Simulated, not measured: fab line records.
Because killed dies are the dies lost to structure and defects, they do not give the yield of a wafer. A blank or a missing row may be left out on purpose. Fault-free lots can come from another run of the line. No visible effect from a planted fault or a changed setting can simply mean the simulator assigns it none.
fab line records -- flow gf180mcu -- part 1 of 2: steps 1 to 25 of 35
record: lots: 5, wafers: 15, last_day: 31
route steps=602 shown CONTACT@313 M1@315 V1@335
lots that met no fault: taken from a fault-free run of the same line
start_h: hours from the record's opening day to when the first of the lot's shown wafers began -- wait_h: time in hours since the lot's previous step -- " the same as in the row above -- L1.1+2: one row covering several wafers at once -- - value missing, or start not given -- * or withheld: withheld -- < > ~ a bound
route shown NAME@n: NAME is a module with steps in the file, n the number in the route of the first one -- usual: the fault-free wafers' mean and standard deviation -- same: alike in all rows -- chamber/n: place in a boat -- sites: each site's reading -- _std_site: their standard deviation -- _edge_site: the outer-site mean with the inner-site mean subtracted -- radius_mm: for every site, how far away it sits from the centre of the wafer -- mask NAME#n: copy n -- behind: the most recent tool/chamber to have shaped the wafer -- hold: cause of the lot's hold/its duration in hours/its outcome -- device: transistor that didn't switch, given as n, p or np -- end of line: the same wafers' tests at the end of the route -- a step without rows: its recipe alone -- killed: dies that structure and defects cost at the first sort, which is not the same as the wafer's yield -- map: shows each die of a wafer: x if killed, . if not, _ if none is there
set.NAME: the run value of the setting; set.NAME@STEP: its run value at that earlier step -- model.NAME: the simulator's own value behind a step, which no gauge read
a table for each step, a row for each wafer; lots at some steps of the route
services: a tool's chamber out of use, with start hour (start_h, from the record's first day; less than 0 if before it), hours out, and reason
== steps ==
step: GF_CONTACT_THK_MEAS_26
recipe: thk_meas_gauge: xrf, reads: W_of_CONTACT_CVD_24
usual: CONTACT_W_THK: 298/5.6
lot.wafer,tool,chamber,start_h,wait_h,CONTACT_W_THK[nm]
L074.1,film_metro-02,-,364.08,0.1,299
L074.2,film_metro-02,-,364.08,0.1,290
L074.4,film_metro-02,-,364.08,0.1,299
L076.2,film_metro-02,-,379.66,0.1,299
L076.3,film_metro-02,-,379.66,0.1,300
L076.5,film_metro-02,-,379.66,0.1,296
L078.4,film_metro-03,-,401.33,0.1,306
L078.5,film_metro-03,-,401.33,0.1,309
L078.6,film_metro-03,-,401.33,0.1,293
L084.2,film_metro-01,-,459.70,0.1,299
L084.3,film_metro-01,-,459.70,0.1,304
L084.4,film_metro-01,-,459.70,0.1,300
L085.2,film_metro-02,-,468.25,0.1,304
L085.5,film_metro-02,-,468.25,0.1,301
L085.6,film_metro-02,-,468.25,0.1,296
step: GF_CONTACT_CMP_27
recipe: stop_on: SiO2, down_force_psi: 3.5, platen_rpm: 60, t_overpolish_s: 15, target_thk_nm: 0, pad_velocity_m_s: 0.94248
usual: motor_current_A: 11.3/0.96, overpolish_run_s: 14.998/0.0099, time_to_endpoint_s: 72/4.7
lot.wafer,tool,chamber,start_h,wait_h,motor_current_A,overpolish_run_s,time_to_endpoint_s
L074.1,cmp-01,3,364.14,0.1,11.2,15.020,72
L074.2,cmp-01,0,364.14,0.1,10.9,15.006,77
L074.4,cmp-01,2,364.14,0.1,10.8,15.008,76
L076.3,cmp-01,2,379.71,0.0,11.4,14.981,75
L076.2,cmp-01,3,379.71,0.0,11.2,15.000,70
L076.5,cmp-01,2,379.71,0.0,10.8,15.016,74
L078.4,cmp-01,0,401.36,0.0,10.6,14.990,81
L078.5,cmp-01,0,401.36,0.0,10.3,15.014,81
L078.6,cmp-01,1,401.36,0.0,12.2,14.990,73
L084.3,cmp-01,2,459.75,0.0,10.8,14.974,71
L084.4,cmp-01,3,459.75,0.0,10.9,14.988,67
L084.2,cmp-01,0,459.75,0.0,10.6,15.026,73
L085.2,cmp-01,1,468.35,0.1,11.9,15.007,70
L085.5,cmp-01,0,468.35,0.1,10.7,14.975,78
L085.6,cmp-01,1,468.35,0.1,11.2,15.009,71
step: GF_M1_SPUTTER_00
recipe: material: Ti, target_thk_nm: 37.5, arriving_ion_energy_ev: 80, substrate_temp_c: 200, chamber_pressure_pa: 2, power_w: 4000, time_s: 147.1
usual: throttle_valve_pct: 30.5/1.1
lot.wafer,tool,chamber,start_h,wait_h,throttle_valve_pct
L074.1,pvd_sputter-03,-,364.44,0.2,31.7
L074.2,pvd_sputter-03,-,364.44,0.2,30.0
L074.4,pvd_sputter-03,-,364.44,0.2,32.3
L076.2,pvd_sputter-01,-,380.01,0.2,29.4
L076.3,pvd_sputter-01,-,380.01,0.2,28.9
L076.5,pvd_sputter-01,-,380.01,0.2,30.5
L078.4,pvd_sputter-04,-,401.66,0.2,30.1
L078.5,pvd_sputter-04,-,401.66,0.2,31.6
L078.6,pvd_sputter-04,-,401.66,0.2,28.5
L084.2,pvd_sputter-04,-,460.05,0.1,30.5
L084.3,pvd_sputter-04,-,460.05,0.1,29.8
L084.4,pvd_sputter-04,-,460.05,0.1,31.7
L085.2,pvd_sputter-01,-,468.60,0.2,30.9
L085.5,pvd_sputter-01,-,468.60,0.2,30.5
L085.6,pvd_sputter-01,-,468.60,0.2,29.1
step: GF_M1_SPUTTER_01
recipe: material: TiN, target_thk_nm: 30, power_w: 6500, time_s: 25, chamber_pressure_pa: 0.4
usual: throttle_valve_pct: 30.5/1.2
lot.wafer,tool,chamber,start_h,wait_h,throttle_valve_pct
L074.1,pvd_sputter-03,-,364.54,0.1,32.0
L074.2,pvd_sputter-03,-,364.54,0.1,30.0
L074.4,pvd_sputter-03,-,364.54,0.1,32.2
L076.2,pvd_sputter-01,-,380.11,0.1,29.1
L076.3,pvd_sputter-01,-,380.11,0.1,28.9
L076.5,pvd_sputter-01,-,380.11,0.1,30.9
L078.4,pvd_sputter-04,-,401.76,0.1,30.3
L078.5,pvd_sputter-04,-,401.76,0.1,31.7
L078.6,pvd_sputter-04,-,401.76,0.1,28.7
L084.2,pvd_sputter-04,-,460.15,0.1,30.2
L084.3,pvd_sputter-04,-,460.15,0.1,30.1
L084.4,pvd_sputter-04,-,460.15,0.1,31.5
L085.2,pvd_sputter-01,-,468.70,0.1,30.8
L085.5,pvd_sputter-01,-,468.70,0.1,30.3
L085.6,pvd_sputter-01,-,468.70,0.1,29.1
step: GF_M1_SPUTTER_02
recipe: material: AlCu, target_thk_nm: 450, power_w: 10600, time_s: 23.9, chamber_pressure_pa: 0.4
usual: throttle_valve_pct: 30.5/1.2
lot.wafer,tool,chamber,start_h,wait_h,throttle_valve_pct
L074.1,pvd_sputter-03,-,364.57,0.0,32.2
L074.2,pvd_sputter-03,-,364.57,0.0,30.2
L074.4,pvd_sputter-03,-,364.57,0.0,32.2
L076.2,pvd_sputter-01,-,380.14,0.0,29.1
L076.3,pvd_sputter-01,-,380.14,0.0,28.9
L076.5,pvd_sputter-01,-,380.14,0.0,30.9
L078.4,pvd_sputter-04,-,401.79,0.0,30.3
L078.5,pvd_sputter-04,-,401.79,0.0,31.7
L078.6,pvd_sputter-04,-,401.79,0.0,28.5
L084.2,pvd_sputter-04,-,460.18,0.0,30.6
L084.3,pvd_sputter-04,-,460.18,0.0,29.8
L084.4,pvd_sputter-04,-,460.18,0.0,31.4
L085.2,pvd_sputter-01,-,468.73,0.0,30.7
L085.5,pvd_sputter-01,-,468.73,0.0,30.2
L085.6,pvd_sputter-01,-,468.73,0.0,28.7
step: GF_M1_SPUTTER_03
recipe: material: Ti, target_thk_nm: 10, substrate_temp_c: 300, chamber_pressure_pa: 0.3, power_w: 3000, time_s: 6.7
usual: throttle_valve_pct: 30.5/1.1
lot.wafer,tool,chamber,start_h,wait_h,throttle_valve_pct
L074.1,pvd_sputter-03,-,364.60,0.0,31.8
L074.2,pvd_sputter-03,-,364.60,0.0,30.0
L074.4,pvd_sputter-03,-,364.60,0.0,32.2
L076.2,pvd_sputter-01,-,380.17,0.0,29.1
L076.3,pvd_sputter-01,-,380.17,0.0,28.9
L076.5,pvd_sputter-01,-,380.17,0.0,30.5
L078.4,pvd_sputter-04,-,401.82,0.0,30.1
L078.5,pvd_sputter-04,-,401.82,0.0,31.6
L078.6,pvd_sputter-04,-,401.82,0.0,28.7
L084.2,pvd_sputter-04,-,460.21,0.0,30.5
L084.3,pvd_sputter-04,-,460.21,0.0,30.1
L084.4,pvd_sputter-04,-,460.21,0.0,31.6
L085.2,pvd_sputter-01,-,468.76,0.0,31.0
L085.5,pvd_sputter-01,-,468.76,0.0,30.2
L085.6,pvd_sputter-01,-,468.76,0.0,29.1
step: GF_M1_SPUTTER_04
recipe: material: TiN, target_thk_nm: 50, power_w: 6500, time_s: 41.7, chamber_pressure_pa: 0.4
usual: throttle_valve_pct: 30.5/1.2
lot.wafer,tool,chamber,start_h,wait_h,throttle_valve_pct
L074.1,pvd_sputter-03,-,364.63,0.0,32.0
L074.2,pvd_sputter-03,-,364.63,0.0,30.1
L074.4,pvd_sputter-03,-,364.63,0.0,32.0
L076.2,pvd_sputter-01,-,380.19,0.0,29.1
L076.3,pvd_sputter-01,-,380.19,0.0,29.1
L076.5,pvd_sputter-01,-,380.19,0.0,30.8
L078.4,pvd_sputter-04,-,401.84,0.0,30.5
L078.5,pvd_sputter-04,-,401.84,0.0,31.8
L078.6,pvd_sputter-04,-,401.84,0.0,28.7
L084.2,pvd_sputter-04,-,460.23,0.0,30.4
L084.3,pvd_sputter-04,-,460.23,0.0,30.0
L084.4,pvd_sputter-04,-,460.23,0.0,31.7
L085.2,pvd_sputter-01,-,468.78,0.0,30.9
L085.5,pvd_sputter-01,-,468.78,0.0,30.3
L085.6,pvd_sputter-01,-,468.78,0.0,29.0
step: GF_M1_RS_MEAS_05
recipe: thk_meas_gauge: four-point-probe, reads: TiN_of_M1_SPUTTER_04+Ti_of_M1_SPUTTER_03+AlCu_of_M1_SPUTTER_02+TiN_of_M1_SPUTTER_01+Ti_of_M1_SPUTTER_00
usual: M1_ALCU_RS: 0.0692/0.00073
lot.wafer,tool,chamber,start_h,wait_h,M1_ALCU_RS[ohm/sq]
L074.1,film_metro-01,-,364.67,0.0,0.0694
L074.2,film_metro-01,-,364.67,0.0,0.0691
L074.4,film_metro-01,-,364.67,0.0,0.0697
L076.2,film_metro-03,-,380.25,0.0,0.0689
L076.3,film_metro-03,-,380.25,0.0,0.0690
L076.5,film_metro-03,-,380.25,0.0,0.0694
L078.4,film_metro-04,-,401.94,0.1,0.0679
L078.5,film_metro-04,-,401.94,0.1,0.0691
L078.6,film_metro-04,-,401.94,0.1,0.0678
L084.2,film_metro-01,-,460.29,0.0,0.0689
L084.3,film_metro-01,-,460.29,0.0,0.0696
L084.4,film_metro-01,-,460.29,0.0,0.0693
L085.2,film_metro-01,-,468.84,0.0,0.0717
L085.5,film_metro-01,-,468.84,0.0,0.0702
L085.6,film_metro-01,-,468.84,0.0,0.0699
step: GF_M1_THK_MEAS_06
recipe: thk_meas_gauge: xrf, reads: AlCu_of_M1_SPUTTER_02
usual: M1_ALCU_THK: 453/6.1
lot.wafer,tool,chamber,start_h,wait_h,M1_ALCU_THK[nm]
L074.1,film_metro-01,-,364.79,0.1,446
L074.2,film_metro-01,-,364.79,0.1,452
L074.4,film_metro-01,-,364.79,0.1,445
L076.2,film_metro-03,-,380.36,0.1,449
L076.3,film_metro-03,-,380.36,0.1,449
L076.5,film_metro-03,-,380.36,0.1,444
L078.4,film_metro-04,-,402.03,0.1,469
L078.5,film_metro-04,-,402.03,0.1,458
L078.6,film_metro-04,-,402.03,0.1,468
L084.2,film_metro-01,-,460.40,0.1,453
L084.3,film_metro-01,-,460.40,0.1,450
L084.4,film_metro-01,-,460.40,0.1,450
L085.2,film_metro-01,-,468.95,0.1,437
L085.5,film_metro-01,-,468.95,0.1,444
L085.6,film_metro-01,-,468.95,0.1,446
step: GF_M1_DEHYDRATE_07
recipe: temp_c: 200, time_s: 60
usual: resist_line_temp_C: 23.00/0.11
lot.wafer,tool,chamber,start_h,wait_h,resist_line_temp_C
L074.1,litho_track-01,0,374.95,10.2,22.88
L074.2,litho_track-01,0,374.95,10.2,22.95
L074.4,litho_track-01,0,374.95,10.2,23.02
L076.2,litho_track-04,0,391.37,11.0,22.89
L076.3,litho_track-04,0,391.37,11.0,22.85
L076.5,litho_track-04,0,391.37,11.0,23.12
L078.4,litho_track-02,0,413.77,11.7,22.91
L078.5,litho_track-02,0,413.77,11.7,22.87
L078.6,litho_track-02,0,413.77,11.7,22.99
L084.2,litho_track-01,0,471.88,11.5,23.05
L084.3,litho_track-01,0,471.88,11.5,23.14
L084.4,litho_track-01,0,471.88,11.5,22.95
L085.2,litho_track-04,0,479.77,10.8,22.81
L085.5,litho_track-04,0,479.77,10.8,22.92
L085.6,litho_track-04,0,479.77,10.8,22.93
step: GF_M1_HMDS_08
recipe: prime_time_s: 60, prime_temp_c: 120
usual: prime_temp_c: 120.02/0.15, resist_line_temp_C: 23.00/0.11
lot.wafer,tool,chamber,start_h,wait_h,prime_temp_c,resist_line_temp_C
L074.1,litho_track-01,0,375.10,0.1,120.16,23.08
L074.2,litho_track-01,0,375.10,0.1,120.26,23.14
L074.4,litho_track-01,0,375.10,0.1,120.08,22.91
L076.2,litho_track-04,0,391.52,0.1,120.05,22.99
L076.3,litho_track-04,0,391.52,0.1,120.26,23.18
L076.5,litho_track-04,0,391.52,0.1,120.02,23.14
L078.4,litho_track-02,0,413.92,0.1,120.11,22.95
L078.5,litho_track-02,0,413.92,0.1,120.08,22.97
L078.6,litho_track-02,0,413.92,0.1,120.01,22.88
L084.2,litho_track-01,0,472.03,0.1,120.15,22.95
L084.3,litho_track-01,0,472.03,0.1,120.01,23.19
L084.4,litho_track-01,0,472.03,0.1,119.96,23.01
L085.2,litho_track-04,0,479.92,0.1,120.11,22.94
L085.5,litho_track-04,0,479.92,0.1,120.16,23.07
L085.6,litho_track-04,0,479.92,0.1,119.98,22.88
step: GF_M1_COAT_09
recipe: resist: KrF, spin_rpm: withheld, resist_thk_nm: 1000
usual: dispense_pressure_kPa: 51.4/1.4, resist_line_temp_C: 23.01/0.1
lot.wafer,tool,chamber,start_h,wait_h,dispense_pressure_kPa,resist_line_temp_C
L074.1,litho_track-01,0,375.25,0.1,50.1,23.34
L074.2,litho_track-01,0,375.25,0.1,50.1,23.21
L074.4,litho_track-01,0,375.25,0.1,50.1,23.11
L076.2,litho_track-04,0,391.67,0.1,51.3,23.06
L076.3,litho_track-04,0,391.67,0.1,51.3,22.97
L076.5,litho_track-04,0,391.67,0.1,51.3,22.99
L078.4,litho_track-02,0,414.07,0.1,53.6,23.05
L078.5,litho_track-02,0,414.07,0.1,53.5,23.05
L078.6,litho_track-02,0,414.07,0.1,53.5,23.08
L084.2,litho_track-01,0,472.18,0.1,50.0,22.91
L084.3,litho_track-01,0,472.18,0.1,50.0,23.06
L084.4,litho_track-01,0,472.18,0.1,50.0,22.76
L085.2,litho_track-04,0,480.07,0.1,51.2,23.07
L085.5,litho_track-04,0,480.07,0.1,51.1,23.13
L085.6,litho_track-04,0,480.07,0.1,51.2,23.03
step: GF_M1_SOFTBAKE_10
recipe: temp_c: 130, time_s: 60, resist: KrF
usual: resist_line_temp_C: 23.00/0.094
lot.wafer,tool,chamber,start_h,wait_h,resist_line_temp_C
L074.1,litho_track-01,0,375.40,0.1,22.84
L074.2,litho_track-01,0,375.40,0.1,22.96
L074.4,litho_track-01,0,375.40,0.1,23.01
L076.2,litho_track-04,0,391.82,0.1,23.08
L076.3,litho_track-04,0,391.82,0.1,23.09
L076.5,litho_track-04,0,391.82,0.1,23.05
L078.4,litho_track-02,0,414.22,0.1,22.97
L078.5,litho_track-02,0,414.22,0.1,22.88
L078.6,litho_track-02,0,414.22,0.1,22.85
L084.2,litho_track-01,0,472.33,0.1,22.97
L084.3,litho_track-01,0,472.33,0.1,22.97
L084.4,litho_track-01,0,472.33,0.1,23.05
L085.2,litho_track-04,0,480.22,0.1,23.02
L085.5,litho_track-04,0,480.22,0.1,23.03
L085.6,litho_track-04,0,480.22,0.1,22.97
step: GF_M1_EXPOSE_11
recipe: mask_id: Metal1, target_cd_nm: 230, na: 0.68, source_shape: conventional, sigma_outer: 0.6, dose_mj: 28
same: na: 0.68
lot.wafer,tool,chamber,start_h,wait_h,mask
L074.1+2+4,krf_scanner-02,0,-,-,Metal1#0
L076.2+3+5,krf_scanner-01,0,-,-,Metal1#0
L078.4+5+6,krf_scanner-01,0,-,-,Metal1#0
L084.2+3+4,krf_scanner-01,0,-,-,Metal1#0
L085.2+5+6,krf_scanner-01,0,-,-,Metal1#0
step: GF_M1_PEB_12
recipe: peb_temp_c: 135, peb_time_s: 90, resist: KrF
usual: resist_line_temp_C: 23.00/0.11
lot.wafer,tool,chamber,start_h,wait_h,resist_line_temp_C
L074.1,litho_track-02,0,-,-,22.94
L074.2,litho_track-02,0,-,-,23.06
L074.4,litho_track-02,0,-,-,23.15
L076.2,litho_track-01,0,-,-,22.97
L076.3,litho_track-01,0,-,-,23.02
L076.5,litho_track-01,0,-,-,22.91
L078.4,litho_track-02,0,-,-,22.84
L078.5,litho_track-02,0,-,-,23.10
L078.6,litho_track-02,0,-,-,22.88
L084.2,litho_track-04,0,-,-,22.92
L084.3,litho_track-04,0,-,-,22.92
L084.4,litho_track-04,0,-,-,22.81
L085.2,litho_track-01,0,-,-,23.05
L085.5,litho_track-01,0,-,-,23.03
L085.6,litho_track-01,0,-,-,23.15
step: GF_M1_DEVELOP_13
recipe: develop_time_s: 60, dev_temp_c: 21
usual: resist_line_temp_C: 23.01/0.095
lot.wafer,tool,chamber,start_h,wait_h,resist_line_temp_C
L074.1,litho_track-02,0,386.40,0.2,23.09
L074.2,litho_track-02,0,386.40,0.2,22.88
L074.4,litho_track-02,0,386.40,0.2,23.23
L076.2,litho_track-01,0,403.38,0.2,22.97
L076.3,litho_track-01,0,403.38,0.2,22.87
L076.5,litho_track-01,0,403.38,0.2,23.02
L078.4,litho_track-02,0,426.07,0.1,23.08
L078.5,litho_track-02,0,426.07,0.1,23.02
L078.6,litho_track-02,0,426.07,0.1,22.99
L084.2,litho_track-04,0,484.47,0.2,23.08
L084.3,litho_track-04,0,484.47,0.2,22.92
L084.4,litho_track-04,0,484.47,0.2,22.96
L085.2,litho_track-01,0,492.47,0.2,22.91
L085.5,litho_track-01,0,492.47,0.2,22.79
L085.6,litho_track-01,0,492.47,0.2,23.18
step: GF_M1_CD_MEAS_14
recipe: target_cd_nm: 230
usual: cd_nm: 230.2/1.1
lot.wafer,tool,chamber,start_h,wait_h,cd_nm
L074.1,cd_sem-02,-,386.55,0.1,230.5
L074.2,cd_sem-02,-,386.55,0.1,229.8
L074.4,cd_sem-02,-,386.55,0.1,228.8
L076.2,cd_sem-01,-,403.52,0.1,232.4
L076.3,cd_sem-01,-,403.52,0.1,232.2
L076.5,cd_sem-01,-,403.52,0.1,231.3
L078.4,cd_sem-01,-,426.21,0.1,228.7
L078.5,cd_sem-01,-,426.21,0.1,229.0
L078.6,cd_sem-01,-,426.21,0.1,229.3
L084.2,cd_sem-01,-,484.61,0.1,228.6
L084.3,cd_sem-01,-,484.61,0.1,230.1
L084.4,cd_sem-01,-,484.61,0.1,229.7
L085.2,cd_sem-02,-,492.62,0.1,230.9
L085.5,cd_sem-02,-,492.62,0.1,230.1
L085.6,cd_sem-02,-,492.62,0.1,230.5
step: GF_M1_OVL_MEAS_15
usual: M1_OVL: 1/5.3
lot.wafer,tool,chamber,start_h,wait_h,M1_OVL[nm]
L074.1,overlay-02,-,386.67,0.1,-1
L074.2,overlay-02,-,386.67,0.1,2
L074.4,overlay-02,-,386.67,0.1,-2
L076.2,overlay-02,-,403.63,0.1,11
L076.3,overlay-02,-,403.63,0.1,1
L076.5,overlay-02,-,403.63,0.1,-4
L078.4,overlay-02,-,426.28,0.1,-6
L078.5,overlay-02,-,426.28,0.1,-1
L078.6,overlay-02,-,426.28,0.1,-8
L084.2,overlay-01,-,484.72,0.1,-3
L084.3,overlay-01,-,484.72,0.1,4
L084.4,overlay-01,-,484.72,0.1,-6
L085.2,overlay-02,-,492.73,0.1,5
L085.5,overlay-02,-,492.73,0.1,-3
L085.6,overlay-02,-,492.73,0.1,4
step: GF_M1_METAL_ETCH_16
recipe: chemistry: Cl2/BCl3, mask_material: KrF, target_depth_nm: 750.8, stop_on: SiO2, pressure_mtorr: 8, icp_w: 800, bias_w: 140, Cl2_flow_sccm: 80, bcl3_flow_sccm: 40, time_s: 125.1
usual: drypump_motor_current_A: 5.2/0.35, oes_product_au: 0.988/0.009, throttle_valve_pct: 28.232/0.012
lot.wafer,tool,chamber,start_h,wait_h,drypump_motor_current_A,oes_product_au,rf_hours_counter_h,throttle_valve_pct
L074.1,rie_metal-01,0,386.70,0.0,5.6,0.982,5.4,28.235
L074.2,rie_metal-01,1,386.70,0.0,5.7,0.973,4.3,28.233
L074.4,rie_metal-01,1,386.70,0.0,5.6,0.980,-,28.247
L076.2,rie_metal-02,1,403.66,0.0,5.1,0.995,7.1,28.224
L076.3,rie_metal-02,0,403.66,0.0,4.8,0.988,-,28.248
L076.5,rie_metal-02,0,403.66,0.0,4.8,0.992,-,28.236
L078.4,rie_metal-02,0,426.35,0.1,4.7,1.001,-,28.229
L078.5,rie_metal-02,0,426.35,0.1,4.8,0.997,-,28.230
L078.6,rie_metal-02,1,426.35,0.1,5.0,0.995,-,28.245
L084.2,rie_metal-01,1,484.75,0.0,5.6,0.979,6.8,28.251
L084.3,rie_metal-01,0,484.75,0.0,5.6,0.975,-,28.262
L084.4,rie_metal-01,1,484.75,0.0,5.6,0.982,-,28.228
L085.2,rie_metal-02,1,492.76,0.0,5.1,0.991,8.9,28.234
L085.5,rie_metal-02,1,492.76,0.0,5.1,0.998,-,28.228
L085.6,rie_metal-02,0,492.76,0.0,4.8,0.997,-,28.229
step: GF_M1_STRIP_17
recipe: chemistry: O2/N2, power_w: 1400, pressure_mtorr: 1500, platen_temp_c: 250, o2_flow_sccm: 3000, n2_flow_sccm: 300, overash_fraction: 0.5
usual: drypump_motor_current_A: 5.70/0.28, heater_power_w: 345/37, oes_product_au: 0.539/0.0059, strip_time_to_endpoint_s: 7.41/0.087
lot.wafer,tool,chamber,start_h,wait_h,drypump_motor_current_A,heater_power_w,oes_product_au,rf_hours_counter_h,strip_time_to_endpoint_s
L074.1,plasma_asher-04,0,386.83,0.1,5.45,366,0.546,74,7.49
L074.2,plasma_asher-04,1,386.83,0.1,5.92,356,0.544,74,7.46
L074.4,plasma_asher-04,1,386.83,0.1,5.95,374,0.538,-,7.49
L076.2,plasma_asher-02,0,403.79,0.1,5.61,360,0.543,75,7.28
L076.3,plasma_asher-02,1,403.79,0.1,5.52,264,0.531,-,7.34
L076.5,plasma_asher-02,0,403.79,0.1,5.63,364,0.533,-,7.32
L078.4,plasma_asher-04,1,426.47,0.1,5.93,371,0.542,-,7.41
L078.5,plasma_asher-04,0,426.47,0.1,5.48,355,0.539,-,7.41
L078.6,plasma_asher-04,1,426.47,0.1,5.91,379,0.536,-,7.32
L084.2,plasma_asher-02,0,484.88,0.1,5.59,332,0.541,6,7.50
L084.3,plasma_asher-02,0,484.88,0.1,5.61,339,0.549,-,7.58
L084.4,plasma_asher-02,1,484.88,0.1,5.52,257,0.543,-,7.47
L085.2,plasma_asher-02,1,492.89,0.1,5.54,260,0.530,6,7.35
L085.5,plasma_asher-02,0,492.89,0.1,5.61,340,0.540,-,7.35
L085.6,plasma_asher-02,1,492.89,0.1,5.52,254,0.531,-,7.34
step: GF_M1_STRIP_18
recipe: chemistry: post_etch_residue_remover, time_s: 1200, temp_c: 72.5
lot.wafer,tool,chamber,start_h,wait_h
L074.1+2+4,wet_bench-01,2,386.93,0.1
L076.2+3+5,wet_bench-04,1,403.89,0.1
L078.4+5+6,wet_bench-04,2,426.53,0.0
L084.2+3+4,wet_bench-02,3,484.98,0.1
L085.2+5+6,wet_bench-04,0,492.99,0.1
step: GF_M1_CLEAN_19
recipe: chemistry: DIW, dry: n2_spin
lot.wafer,tool,chamber,start_h,wait_h
L074.1+2+4,wet_bench-02,3,387.27,0.0
L076.2+3+5,wet_bench-02,0,404.26,0.0
L078.4+5+6,wet_bench-01,2,426.90,0.0
L084.2+3+4,wet_bench-01,2,485.32,0.0
L085.2+5+6,wet_bench-02,1,493.36,0.0
step: GF_V1_CVD_00
recipe: material: SiO2, target_thk_nm: 600, sigma_open_frac: 0.3, temp_c: 400, time_s: 100, sih4_flow_sccm: 62, pressure_mtorr: 6
usual: pressure_mtorr: 6.000/0.012, sih4_flow_sccm: 62.02/0.18, susceptor_temp_C: 400.00/0.24
lot.wafer,tool,chamber,start_h,wait_h,pressure_mtorr,sih4_flow_sccm,susceptor_temp_C
L074.1,hdpcvd-01,0,387.37,0.0,6.014,61.78,400.04
L074.2,hdpcvd-01,2,387.37,0.0,6.007,61.95,400.07
L074.4,hdpcvd-01,1,387.37,0.0,5.988,62.25,400.25
L076.2,hdpcvd-02,1,404.35,0.0,6.001,61.93,399.89
L076.3,hdpcvd-02,0,404.35,0.0,6.009,61.90,399.79
L076.5,hdpcvd-02,1,404.35,0.0,6.001,62.02,400.20
L078.4,hdpcvd-02,0,427.03,0.0,5.992,61.91,400.30
L078.5,hdpcvd-02,2,427.03,0.0,6.007,62.28,399.95
L078.6,hdpcvd-02,1,427.03,0.0,6.009,62.03,400.17
L084.2,hdpcvd-02,1,485.42,0.0,5.992,62.17,399.93
L084.3,hdpcvd-02,0,485.42,0.0,6.015,61.90,399.83
L084.4,hdpcvd-02,0,485.42,0.0,6.017,61.86,399.96
L085.2,hdpcvd-01,2,493.45,0.0,5.993,62.06,400.15
L085.5,hdpcvd-01,0,493.45,0.0,6.015,61.98,399.91
L085.6,hdpcvd-01,2,493.45,0.0,5.997,61.82,400.33
step: GF_V1_THK_MEAS_01
recipe: reads: SiO2_of_V1_CVD_00
usual: V1_CVD_00_THK: 616/7.7
lot.wafer,tool,chamber,start_h,wait_h,V1_CVD_00_THK[nm]
L074.1,film_metro-04,-,387.45,0.0,624
L074.2,film_metro-04,-,387.45,0.0,621
L074.4,film_metro-04,-,387.45,0.0,610
L076.2,film_metro-04,-,404.43,0.0,625
L076.3,film_metro-04,-,404.43,0.0,617
L076.5,film_metro-04,-,404.43,0.0,613
L078.4,film_metro-01,-,427.10,0.0,615
L078.5,film_metro-01,-,427.10,0.0,625
L078.6,film_metro-01,-,427.10,0.0,624
L084.2,film_metro-04,-,485.50,0.0,614
L084.3,film_metro-04,-,485.50,0.0,611
L084.4,film_metro-04,-,485.50,0.0,617
L085.2,film_metro-04,-,493.57,0.1,611
L085.5,film_metro-04,-,493.57,0.1,621
L085.6,film_metro-04,-,493.57,0.1,609
step: GF_V1_CVD_02
recipe: material: SiO2, target_thk_nm: 850, precursor: TEOS, temp_c: 400, time_s: 94.851, rf_w: 600
usual: heater_power_w: 615/80, susceptor_temp_C: 399.98/0.22
lot.wafer,tool,chamber,start_h,wait_h,heater_power_w,since_wet_clean_h,susceptor_temp_C
L074.1,pecvd-01,2,387.51,0.1,579,5,400.03
L074.2,pecvd-01,0,387.51,0.1,607,5,399.79
L074.4,pecvd-01,1,387.51,0.1,722,-,400.37
L076.2,pecvd-02,1,404.48,0.0,792,230,400.21
L076.3,pecvd-02,2,404.48,0.0,538,230,400.21
L076.5,pecvd-02,1,404.48,0.0,834,-,400.00
L078.4,pecvd-01,0,427.16,0.1,603,-,399.78
L078.5,pecvd-01,0,427.16,0.1,610,-,399.69
L078.6,pecvd-01,2,427.16,0.1,467,-,400.17
L084.2,pecvd-03,1,485.55,0.0,558,519,399.96
L084.3,pecvd-03,2,485.55,0.0,616,519,400.30
L084.4,pecvd-03,1,485.55,0.0,616,-,399.49
L085.2,pecvd-02,2,493.62,0.0,656,319,400.17
L085.5,pecvd-02,1,493.62,0.0,827,-,399.74
L085.6,pecvd-02,2,493.62,0.0,686,-,399.77
